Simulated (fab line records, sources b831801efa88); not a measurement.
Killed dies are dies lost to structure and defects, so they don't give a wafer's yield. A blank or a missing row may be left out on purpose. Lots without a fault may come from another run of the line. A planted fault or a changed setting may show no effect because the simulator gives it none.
fab line records | flow sky130
record lots=14 wafers=42 last_day=51
route steps=708 shown VT_ADJUST_LVTN@115 SONOS_TUNNEL@161 LDD_P@261 LDD_HVP@285 PAD_OPEN@708
lots that met no fault: from a run of the same line without faults
start_h: hours from the record's first day to the start of the lot's first wafer shown | wait_h: hours since the lot's step before | " the same as in the row above | L1.1+2: a row that stands for several wafers | - no value, or no start given | * or withheld: withheld | < > ~ a bound
route shown NAME@n: a module of which the file shows steps, and the number in the route of the first | usual: mean/standard deviation of fault-free wafers | same: alike in all rows | chamber/n: place in a boat | sites: the reading at each site | _std_site: their standard deviation | _edge_site: outer sites' mean less inner sites' | radius_mm: how far each site lies from the wafer's centre | mask NAME#n: copy n | behind: the tool/chamber that last shaped the wafer | hold: why the lot was held/for how many hours/how that ended | device: the transistor (n, p or np) that didn't switch | end of line: the same wafers' tests at the end of the route | a step without rows: its recipe alone | killed: dies lost to structure and defects at the first sort, not the wafer's yield | map: a wafer's dies, x killed, . not, _ none there
set.NAME: the setting as run; set.NAME@STEP: as run at that earlier step | model.NAME: the simulator's own value behind a step, which no gauge read
steps of the route over a sample of lots; a table a step, a row a wafer
services: from which hour (start_h, from the record's first day; less than 0 if before it) a tool's chamber was out of use, for how many hours, and why
## steps
# step SKY_VT_ADJUST_LVTN_OVL_MEAS_18
# usual VT_ADJUST_LVTN_01_OVL=-1.2/1.4
# columns lot.wafer tool chamber start_h wait_h VT_ADJUST_LVTN_01_OVL[nm]
L891.1 overlay-01 - 182.42 0.1 -2.7
L891.4 " - " " -1.6
L891.5 " - " " -1.1
L892.1 overlay-01 - 183.37 0.1 -2.8
L892.4 " - " " -0.6
L892.5 " - " " -2.1
L893.1 overlay-01 - 184.32 0.1 0.0
L893.4 " - " " -1.5
L893.6 " - " " -0.2
L900.2 overlay-02 - 225.67 0.1 -3.1
L900.4 " - " " -1.6
L900.6 " - " " -3.8
L901.2 overlay-02 - 234.60 0.1 -3.6
L901.3 " - " " -3.3
L901.6 " - " " -3.0
L905.1 overlay-02 - 263.56 0.1 -1.1
L905.4 " - " " 0.5
L905.6 " - " " 0.2
L906.3 overlay-02 - 280.51 0.1 1.1
L906.5 " - " " -3.2
L906.6 " - " " -0.5
L907.2 overlay-01 - 285.97 0.1 -0.5
L907.3 " - " " 1.5
L907.6 " - " " -2.3
L908.1 overlay-01 - 289.51 0.1 0.2
L908.2 " - " " -3.5
L908.3 " - " " 0.6
L909.1 overlay-01 - 292.10 0.1 -4.0
L909.5 " - " " -0.4
L909.6 " - " " -1.6
L911.2 overlay-02 - 303.05 0.1 -0.5
L911.4 " - " " -1.9
L911.6 " - " " -2.6
L912.1 overlay-02 - 314.71 0.1 -0.9
L912.2 " - " " -1.2
L912.5 " - " " -0.8
L913.4 overlay-02 - 325.64 0.1 0.5
L913.5 " - " " -0.8
L913.6 " - " " -0.9
L914.1 overlay-02 - 333.36 0.1 -2.2
L914.4 " - " " -3.7
L914.6 " - " " -3.9
# step SKY_SONOS_TUNNEL_CD_MEAS_07
# recipe target_cd_nm=410
# usual cd_nm=410.6/2.1
# columns lot.wafer tool chamber start_h wait_h cd_nm
L891.1 cd_sem-02 - 275.06 0.1 410.3
L891.4 " - " " 408.7
L891.5 " - " " 410.2
L892.1 cd_sem-02 - 276.33 0.1 412.5
L892.4 " - " " 412.7
L892.5 " - " " 411.8
L893.1 cd_sem-01 - 279.61 0.1 409.8
L893.4 " - " " 409.5
L893.6 " - " " 409.7
L900.2 cd_sem-02 - 325.94 0.1 412.1
L900.4 " - " " 414.6
L900.6 " - " " 412.5
L901.2 cd_sem-02 - 336.72 0.1 409.0
L901.3 " - " " 408.6
L901.6 " - " " 407.4
L905.1 cd_sem-01 - 369.72 0.1 410.8
L905.4 " - " " 412.9
L905.6 " - " " 410.2
L906.3 cd_sem-01 - 387.64 0.1 411.1
L906.5 " - " " 414.3
L906.6 " - " " 411.0
L907.2 cd_sem-02 - 394.89 0.1 410.0
L907.3 " - " " 409.7
L907.6 " - " " 412.4
L908.1 cd_sem-01 - 400.37 0.1 411.6
L908.2 " - " " 411.8
L908.3 " - " " 410.1
L909.1 cd_sem-01 - 402.15 0.1 411.4
L909.5 " - " " 410.3
L909.6 " - " " 410.3
L911.2 cd_sem-01 - 415.32 0.1 414.1
L911.4 " - " " 411.4
L911.6 " - " " 413.0
L912.1 cd_sem-01 - 427.45 0.1 410.3
L912.2 " - " " 411.8
L912.5 " - " " 409.9
L913.4 cd_sem-01 - 440.27 0.1 411.1
L913.5 " - " " 413.4
L913.6 " - " " 412.7
L914.1 cd_sem-02 - 449.92 0.1 412.4
L914.4 " - " " 414.2
L914.6 " - " " 414.2
# step SKY_LDD_P_DEVELOP_06
# recipe resist=NOVOLAK developer=TMAH develop_time_s=60 dev_temp_c=23
# columns lot.wafer tool chamber start_h wait_h
L891.1+4+5 litho_track-02 0 460.75 0.1
L892.1+4+5 litho_track-03 0 466.57 0.1
L893.1+4+6 litho_track-02 0 472.00 0.1
L900.2+4+6 litho_track-03 0 524.30 0.1
L901.2+3+6 litho_track-03 0 534.60 0.1
L905.1+4+6 litho_track-02 0 573.60 0.1
L906.3+5+6 litho_track-02 0 583.10 0.1
L907.2+3+6 litho_track-02 0 595.07 0.1
L908.1+2+3 litho_track-02 0 597.40 0.1
L909.1+5+6 litho_track-01 0 630.44 0.1
L912.1+2+5 litho_track-03 0 632.07 0.1
L911.2+4+6 litho_track-02 0 632.32 0.1
L913.4+5+6 litho_track-01 0 638.71 0.1
L914.1+4+6 litho_track-03 0 648.97 0.1
# step SKY_LDD_P_CD_MEAS_07
# recipe target_cd_nm=380
# usual cd_nm=380.2/2.5
# columns lot.wafer tool chamber start_h wait_h cd_nm
L891.1 cd_sem-01 - 460.90 0.1 378.6
L891.4 " - " " 378.4
L891.5 " - " " 377.8
L892.1 cd_sem-02 - 466.72 0.1 378.3
L892.4 " - " " 379.7
L892.5 " - " " 381.0
L893.1 cd_sem-01 - 472.15 0.1 382.8
L893.4 " - " " 383.3
L893.6 " - " " 380.1
L900.2 cd_sem-02 - 524.44 0.1 397.2
L900.4 " - " " 396.3
L900.6 " - " " 398.9
L901.2 cd_sem-02 - 534.74 0.1 401.5
L901.3 " - " " 398.6
L901.6 " - " " 399.9
L905.1 cd_sem-02 - 573.75 0.1 382.9
L905.4 " - " " 385.3
L905.6 " - " " 386.0
L906.3 cd_sem-01 - 583.24 0.1 377.3
L906.5 " - " " 379.6
L906.6 " - " " 378.5
L907.2 cd_sem-01 - 595.22 0.1 376.3
L907.3 " - " " 378.4
L907.6 " - " " 375.4
L908.1 cd_sem-02 - 597.55 0.1 375.9
L908.2 " - " " 377.0
L908.3 " - " " 377.4
L909.1 cd_sem-02 - 630.59 0.1 384.0
L909.5 " - " " 380.9
L909.6 " - " " 384.2
L912.1 cd_sem-02 - 632.22 0.1 380.6
L912.2 " - " " 379.8
L912.5 " - " " 378.2
L911.2 cd_sem-02 - 632.47 0.1 378.0
L911.4 " - " " 380.9
L911.6 " - " " 379.1
L913.4 cd_sem-01 - 638.85 0.1 378.3
L913.5 " - " " 378.9
L913.6 " - " " 377.4
L914.1 cd_sem-01 - 649.18 0.2 382.5
L914.4 " - " " 383.1
L914.6 " - " " 382.6
# step SKY_LDD_HVP_OVL_MEAS_07
# usual LDD_HVP_OVL=0.0/1.4
# columns lot.wafer tool chamber start_h wait_h LDD_HVP_OVL[nm]
L891.1 overlay-01 - 522.01 0.1 1.0
L891.4 " - " " 2.3
L891.5 " - " " -0.8
L892.1 overlay-01 - 525.41 0.1 1.2
L892.4 " - " " -0.2
L892.5 " - " " -0.7
L893.1 overlay-02 - 532.15 0.1 -1.6
L893.4 " - " " -1.6
L893.6 " - " " 0.7
L900.2 overlay-01 - 584.53 0.1 -1.3
L900.4 " - " " -2.1
L900.6 " - " " -1.0
L901.2 overlay-01 - 595.07 0.1 1.3
L901.3 " - " " -0.1
L901.6 " - " " -1.3
L905.1 overlay-01 - 633.10 0.1 1.6
L905.4 " - " " 0.6
L905.6 " - " " 1.6
L906.3 overlay-02 - 642.32 0.1 -0.7
L906.5 " - " " -0.8
L906.6 " - " " -2.0
L907.2 overlay-01 - 653.70 0.1 -0.1
L907.3 " - " " 0.7
L907.6 " - " " 0.3
L908.1 overlay-02 - 657.00 0.1 0.9
L908.2 " - " " -2.5
L908.3 " - " " -1.5
L909.1 overlay-01 - 688.07 0.1 -0.2
L909.5 " - " " 0.4
L909.6 " - " " -1.6
L912.1 overlay-01 - 689.95 0.1 2.0
L912.2 " - " " 2.4
L912.5 " - " " 2.3
L911.2 overlay-02 - 691.33 0.1 -0.2
L911.4 " - " " -0.3
L911.6 " - " " -0.4
L913.4 overlay-01 - 695.33 0.1 0.4
L913.5 " - " " -2.2
L913.6 " - " " -0.5
L914.1 overlay-01 - 705.65 0.1 -0.1
L914.4 " - " " -1.5
L914.6 " - " " -1.9
# step SKY_PAD_OPEN_PROBE_99
# usual killed_at_M0_to_M3=43/6.6 killed_at_M4_up=3.1/1.9 killed_at_contacts=24/5.2 killed_at_front_end=16/4.5 killed_at_other=0.4/0.62 killed_dies=87/9 killed_open=48/7 killed_short=39/6.2
# same gross_dies=492 killed_at_back_side=0
# columns lot.wafer tool chamber start_h wait_h killed_at_M0_to_M3 killed_at_M4_up killed_at_contacts killed_at_front_end killed_at_other killed_dies killed_open killed_short
L900.2 prober-02 - 1146.57 0.1 36 3 19 17 0 75 36 38
# killed by level:class
L900.2 CONTACT:geometric_particle:open=9 VIA1:geometric_particle:open=9 VIA1:geometric_particle:short=6 POLY_GATE:geometric_particle:short=5 POLY_GATE:geometric_particle:open=4 VIA2:geometric_particle:open=4 METAL1:geometric_particle:short=4 METAL2:geometric_particle:short=4
## services
# columns tool chamber start_h hours kind
litho_track-01 - 535.11 - consumable_replace:filter
## key
first_sign step=SKY_LDD_P_CD_MEAS_07 reading=cd_nm direction=up sigmas=7.5 usual=380.2 struck=398.7
effect none on later readings
met_at SKY_LDD_P_DEVELOP_06
struck_lots L900,L901
tester_left_out L900,L901
not_acting_at SKY_VT_ADJUST_LVTN_OVL_MEAS_18,SKY_SONOS_TUNNEL_CD_MEAS_07,SKY_LDD_HVP_OVL_MEAS_07
onset_between 466.57 524.30
fault kind=process_parameter_drift tool=litho_track-03 chamber=- onset_h=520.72 steps=SKY_LDD_P_DEVELOP_06 channel=develop_time_s offset=* shape=step end_h=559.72 acts_in=* stated=*
# tester_left_out: of these lots the tester's yield and bins aren't shown, on N5 and GAA mostly nor the transistor test; their killed dies are dies lost to structure and defects alone, not to doping, threshold or leakage, so they don't give the yield
